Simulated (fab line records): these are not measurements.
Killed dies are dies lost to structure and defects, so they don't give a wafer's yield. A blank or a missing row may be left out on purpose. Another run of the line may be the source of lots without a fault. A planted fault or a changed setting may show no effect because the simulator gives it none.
Lot-split experiment -- flow sky130 -- on a route of 708 steps: 5 lots, 27 wafers read

== ON THE SPLIT ==
At SKY_POLY_GATE_DEVELOP_12 (develop time 60 s), the setting develop-time-s was moved away from the recipe's 60 s on 9 of the 27 wafers read, by -21.9% to +52.0%. This setting was run at the recipe's value on the other wafers.

There is no step in the file separating the split from the reading.

== THE READING ==
cd-nm at SKY_POLY_GATE_CD_MEAS_13, given in nm (cd target 150 nm). On this fab line, fault-free wafers typically give 150.1 nm with a standard deviation of 1.2 nm.

wafer,"tool, chamber at the split","develop-time-s as run, s",against the recipe,"cd-nm, nm",against lot-mates on the recipe
L075.1,"litho-track-04, 0",91.17,+52.0%,141.9,-7.0
L075.2,"litho-track-04, 0",60,recipe,148.8,-
L075.3,"litho-track-04, 0",60,recipe,148.0,-
L075.4,"litho-track-04, 0",91.17,+52.0%,140.8,-8.1
L075.5,"litho-track-04, 0",91.17,+52.0%,142.6,-6.3
L075.6,"litho-track-04, 0",60,recipe,149.8,-
L076.2,"litho-track-02, 0",60,recipe,151.6,-
L076.3,"litho-track-02, 0",60,recipe,151.5,-
L076.5,"litho-track-02, 0",60,recipe,150.0,-
L077.1,"litho-track-02, 0",60,recipe,149.9,-
L077.2,"litho-track-02, 0",60,recipe,151.0,-
L077.3,"litho-track-02, 0",46.89,-21.9%,154.1,+3.7
L077.4,"litho-track-02, 0",46.89,-21.9%,154.3,+3.9
L077.5,"litho-track-02, 0",46.89,-21.9%,153.0,+2.6
L077.6,"litho-track-02, 0",60,recipe,150.4,-
L079.1,"litho-track-04, 0",85.27,+42.1%,143.2,-5.7
L079.2,"litho-track-04, 0",60,recipe,149.1,-
L079.3,"litho-track-04, 0",60,recipe,148.8,-
L079.4,"litho-track-04, 0",85.27,+42.1%,141.4,-7.5
L079.5,"litho-track-04, 0",60,recipe,148.7,-
L079.6,"litho-track-04, 0",85.27,+42.1%,141.4,-7.5
L083.1,"litho-track-03, 0",60,recipe,151.7,-
L083.2,"litho-track-03, 0",60,recipe,151.0,-
L083.3,"litho-track-03, 0",60,recipe,151.5,-
L083.4,"litho-track-03, 0",60,recipe,149.7,-
L083.5,"litho-track-03, 0",60,recipe,151.6,-
L083.6,"litho-track-03, 0",60,recipe,151.3,-

FIT RESULTS
A straight line over all 27 wafers: cd-nm changes by -0.174 nm for each +1% of develop-time-s; r = -0.96; the points scatter about the line by 1.2 nm.
The same after taking each lot's own level away (the mean of its wafers on the recipe; 27 wafers): -0.148 nm for each +1%; r = -0.98; scatter 0.74 nm.
That fit puts the effect of the largest move of develop-time-s on the reading at 7.7 nm.
Measured against the standard deviation above, the lots' own levels, which go from 148.87 to 151.13 nm, span 1.9 times it.
In other words, the slope is changed by the lot-to-lot level; the two fits disagree.
Check: -7.84 nm against its lot-mates is what the line predicts for one of the wafers moved furthest among these (+52.0%) when that wafer is left out of the fit. Against them it came out at -6.97 nm.

== FURTHER SPLITS ON THESE WAFERS ==
Other splits were also applied to these wafers ahead of the reading. Each is held against what the fit with the lots' levels taken away leaves over:
other split on the same wafers,wafers away from the commonest value,r with cd-nm (lot level and that fit taken away)
SKY_SONOS_ONO_DEVELOP_12 develop-time-s,12,-0.11

== THE FILE'S OWN FIT ==
cd-nm changes by -0.147 nm for each +1% of develop-time-s, r = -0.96.
